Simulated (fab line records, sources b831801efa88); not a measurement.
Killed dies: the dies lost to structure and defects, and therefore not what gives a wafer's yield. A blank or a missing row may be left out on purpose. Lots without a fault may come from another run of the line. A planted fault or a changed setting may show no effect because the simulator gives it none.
The tool behind it: which one? + flow gf180mcu + 41 wafers from 14 lots sampled at 5 of the route's 602 steps

WHAT THE GAUGES SHOWED, per wafer
GF_NWELL_TW_MEAS_11. Usual: for NWELL_TW the level is 1584 and the standard deviation is 9.3.
| lot  | measured    | on           | NWELL_TW       | flag |
|------|-------------|--------------|----------------|------|
| L145 | day 3 07:10 | filmMetro-01 | 1571 1576 1577 |      |
| L146 | day 3 15:28 | filmMetro-03 | 1586 1591 1593 |      |
| L147 | day 3 19:34 | filmMetro-03 | 1584 1595 1587 |      |
| L149 | day 4 06:16 | filmMetro-03 | 1585 1582 1582 |      |
| L150 | day 4 11:03 | filmMetro-04 | 1591 1597 1595 |      |
| L153 | day 5 04:09 | filmMetro-04 | 1599 1598 1612 |      |
| L155 | day 5 15:36 | filmMetro-01 | 1581 1574 1580 |      |
| L156 | day 5 19:13 | filmMetro-01 | 1574 1581 1571 |      |
| L161 | day 6 23:43 | filmMetro-01 | 1582 1585      |      |
| L163 | day 7 15:55 | filmMetro-01 | 1568 1561 1558 |      |
| L164 | day 7 17:35 | filmMetro-03 | 1587 1585 1592 |      |
| L166 | day 8 06:05 | filmMetro-04 | 1582 1577 1581 |      |
| L167 | day 8 11:29 | filmMetro-04 | 1586 1583 1585 |      |
| L168 | day 8 17:30 | filmMetro-04 | 1574 1578 1588 |      |

GF_VT_IMPLANT_OVL_MEAS_40. Usual: for VT_IMPLANT_03_OVL the level is -0.1 nm and the standard deviation is 1.3.
| lot  | measured     | on         | VT_IMPLANT_03_OVL (nm) | flag |
|------|--------------|------------|------------------------|------|
| L145 | day 7 11:06  | overlay-02 | -2.1 0.1 -1.7          |      |
| L146 | day 7 22:46  | overlay-02 | 2.1 -1.1 -0.4          |      |
| L147 | day 8 03:05  | overlay-01 | -1.4 0.7 -1.2          |      |
| L149 | day 8 17:04  | overlay-02 | -2.4 0.6 -0.2          |      |
| L150 | day 8 23:25  | overlay-02 | 1.1 0.4 0.2            |      |
| L153 | day 9 19:11  | overlay-01 | -1.2 0.7 -0.5          |      |
| L155 | day 10 09:29 | overlay-02 | 2.0 0.7 1.4            |      |
| L156 | day 10 15:26 | overlay-01 | 1.3 0.5 0.1            |      |
| L161 | day 12 03:27 | overlay-02 | - 3.3                  |      |
| L163 | day 12 23:45 | overlay-01 | - -3.0 -2.5            |      |
| L164 | day 13 01:36 | overlay-01 | - -0.5 -1.2            |      |
| L166 | day 13 15:17 | overlay-01 | 0.4 0.8 0.5            |      |
| L167 | day 13 23:28 | overlay-02 | -0.3 -1.2 -0.7         |      |
| L168 | day 14 08:58 | overlay-02 | -0.1 1.0 0.3           |      |

GF_VT_IMPLANT_TW_MEAS_43. Usual: for VT_IMPLANT_4_TW the level is 688 and the standard deviation is 8.2.
| lot  | measured     | on           | VT_IMPLANT_4_TW | flag |
|------|--------------|--------------|-----------------|------|
| L145 | day 7 11:23  | filmMetro-02 | 675 679 677     |      |
| L146 | day 7 23:04  | filmMetro-04 | 696 696 693     |      |
| L147 | day 8 03:22  | filmMetro-01 | 698 696 694     |      |
| L149 | day 8 17:22  | filmMetro-04 | 694 693 694     |      |
| L150 | day 8 23:43  | filmMetro-04 | 695 695 691     |      |
| L153 | day 9 19:29  | filmMetro-02 | 677 673 679     |      |
| L155 | day 10 09:46 | filmMetro-02 | 677 675 671     |      |
| L156 | day 10 15:43 | filmMetro-01 | 695 693 692     |      |
| L161 | day 12 03:44 | filmMetro-02 | 29 672          | OFF  |
| L163 | day 13 00:02 | filmMetro-02 | 29 676 677      | OFF  |
| L164 | day 13 01:54 | filmMetro-04 | 30 698 693      | OFF  |
| L166 | day 13 15:35 | filmMetro-04 | 697 695 698     |      |
| L167 | day 13 23:45 | filmMetro-01 | 690 693 690     |      |
| L168 | day 14 09:16 | filmMetro-04 | 694 692 689     |      |

TOOL THAT RAN EACH LOT (tool first, then ch and the chambers of the sampled wafers, then the start)
| lot  | GF_VT_IMPLANT_STRIP_31              | GF_VT_IMPLANT_DEVELOP_39         |
|------|-------------------------------------|----------------------------------|
| L145 | plasmaAsher-03 ch 0,1, day 6 19:33  | lithoTrack-04 ch 0, day 7 10:58  |
| L146 | plasmaAsher-03 ch 0,1, day 7 07:05  | lithoTrack-03 ch 0, day 7 22:38  |
| L147 | plasmaAsher-01 ch 0,1, day 7 10:38  | lithoTrack-01 ch 0, day 8 02:56  |
| L149 | plasmaAsher-01 ch 0,1, day 8 00:04  | lithoTrack-01 ch 0, day 8 16:55  |
| L150 | plasmaAsher-03 ch 0,1, day 8 06:09  | lithoTrack-01 ch 0, day 8 23:16  |
| L153 | plasmaAsher-01 ch 0,1, day 9 01:55  | lithoTrack-04 ch 0, day 9 19:02  |
| L155 | plasmaAsher-04 ch 0,1, day 9 16:10  | lithoTrack-03 ch 0, day 10 09:22 |
| L156 | plasmaAsher-04 ch 0,1, day 9 21:22  | lithoTrack-01 ch 0, day 10 15:18 |
| L161 | plasmaAsher-03 ch 1, day 11 07:55   | lithoTrack-04 ch 0, day 12 03:19 |
| L163 | plasmaAsher-04 ch 0,1, day 12 03:56 | lithoTrack-04 ch 0, day 12 23:37 |
| L164 | plasmaAsher-01 ch 0,1, day 12 05:40 | lithoTrack-04 ch 0, day 13 01:29 |
| L166 | plasmaAsher-01 ch 0,1, day 12 19:29 | lithoTrack-01 ch 0, day 13 15:10 |
| L167 | plasmaAsher-01 ch 0, day 13 03:01   | lithoTrack-03 ch 0, day 13 23:19 |
| L168 | plasmaAsher-01 ch 0,1, day 13 11:52 | lithoTrack-01 ch 0, day 14 08:49 |
- GF_VT_IMPLANT_STRIP_31: strips in O2/N2.
- GF_VT_IMPLANT_DEVELOP_39: develop time 60 s.

WHAT THE TOOLS THEMSELVES READ (means of the sampled wafers that have a number; where no wafer has one, the mark that the record gives instead)
GF_VT_IMPLANT_STRIP_31. Usual: drypumpMotorCurrentA 5.7 A, standard deviation 0.48; heaterPowerW 345 W, standard deviation 21; oesProductAu 0.716 a.u., standard deviation 0.0042; stripTimeToEndpointS 12.62 s, standard deviation 0.041.
| lot  | tool           | drypumpMotorCurrentA (A) | heaterPowerW (W) | oesProductAu (a.u.) | stripTimeToEndpointS (s) | flag |
|------|----------------|--------------------------|------------------|---------------------|--------------------------|------|
| L145 | plasmaAsher-03 | 5.4                      | 350              | 0.719               | 12.63                    |      |
| L146 | plasmaAsher-03 | 5.3                      | 329              | 0.714               | 12.57                    |      |
| L147 | plasmaAsher-01 | 6.0                      | 351              | 0.717               | 12.69                    |      |
| L149 | plasmaAsher-01 | 6.0                      | 346              | 0.716               | 12.63                    |      |
| L150 | plasmaAsher-03 | 5.4                      | 329              | 0.714               | 12.63                    |      |
| L153 | plasmaAsher-01 | 6.0                      | 352              | 0.718               | 12.61                    |      |
| L155 | plasmaAsher-04 | 6.2                      | 363              | 0.714               | 12.67                    |      |
| L156 | plasmaAsher-04 | 6.2                      | 358              | 0.715               | 12.62                    |      |
| L161 | plasmaAsher-03 | 5.3                      | 318              | 0.715               | 12.63                    |      |
| L163 | plasmaAsher-04 | 5.9                      | 345              | 0.719               | 12.65                    |      |
| L164 | plasmaAsher-01 | 6.0                      | 352              | 0.716               | 12.59                    |      |
| L166 | plasmaAsher-01 | 6.0                      | 350              | 0.716               | 12.69                    |      |
| L167 | plasmaAsher-01 | 5.3                      | 349              | 0.714               | 12.68                    |      |
| L168 | plasmaAsher-01 | 5.6                      | 342              | 0.716               | 12.61                    |      |

GF_VT_IMPLANT_DEVELOP_39. Usual: resistLineTempC reads 22.99 C (standard deviation 0.1).
| lot  | tool          | resistLineTempC (C) | flag |
|------|---------------|---------------------|------|
| L145 | lithoTrack-04 | 22.95               |      |
| L146 | lithoTrack-03 | 22.93               |      |
| L147 | lithoTrack-01 | 23.02               |      |
| L149 | lithoTrack-01 | 22.97               |      |
| L150 | lithoTrack-01 | 23.07               |      |
| L153 | lithoTrack-04 | 23.00               |      |
| L155 | lithoTrack-03 | 23.06               |      |
| L156 | lithoTrack-01 | 23.13               |      |
| L161 | lithoTrack-04 | 22.98               |      |
| L163 | lithoTrack-04 | 22.87               |      |
| L164 | lithoTrack-04 | 23.05               |      |
| L166 | lithoTrack-01 | 23.06               |      |
| L167 | lithoTrack-03 | 23.06               |      |
| L168 | lithoTrack-01 | 22.97               |      |

THE ANSWER, worked out from the rows above alone
Rule: a lot counts as off when the mean over its wafers that have a number is more than 3 standard deviations away from the usual mean. A lot without any number at a reading at which 4 lots or more have one is off too. The other lots that the step has rows for count as sound. Order of review: gauges by route order, followed by the tools' own readings, for which a lot's mean as printed above is used. At the first step where some lot is off, the reading lying furthest off is the one used; lots without a number count as furthest.
Off: L161, L163, L164, seen at GF_VT_IMPLANT_TW_MEAS_43 (VT_IMPLANT_4_TW).
If a tool, at a process step before that reading, ran all the lots that are off and no sound lot after the first of them, it fits. The gauges at GF_VT_IMPLANT_TW_MEAS_43 are tried like those tools. One fits: GF_VT_IMPLANT_DEVELOP_39 on lithoTrack-04. A fault onset in the window from L153 (day 9 19:02, its last sound lot) to L161 (day 12 03:19, its first lot off) fits.

WHAT HAD BEEN PUT IN BY THE SIMULATOR
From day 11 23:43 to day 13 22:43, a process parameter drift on lithoTrack-04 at GF_VT_IMPLANT_DEVELOP_39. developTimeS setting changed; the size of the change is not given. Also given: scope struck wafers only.
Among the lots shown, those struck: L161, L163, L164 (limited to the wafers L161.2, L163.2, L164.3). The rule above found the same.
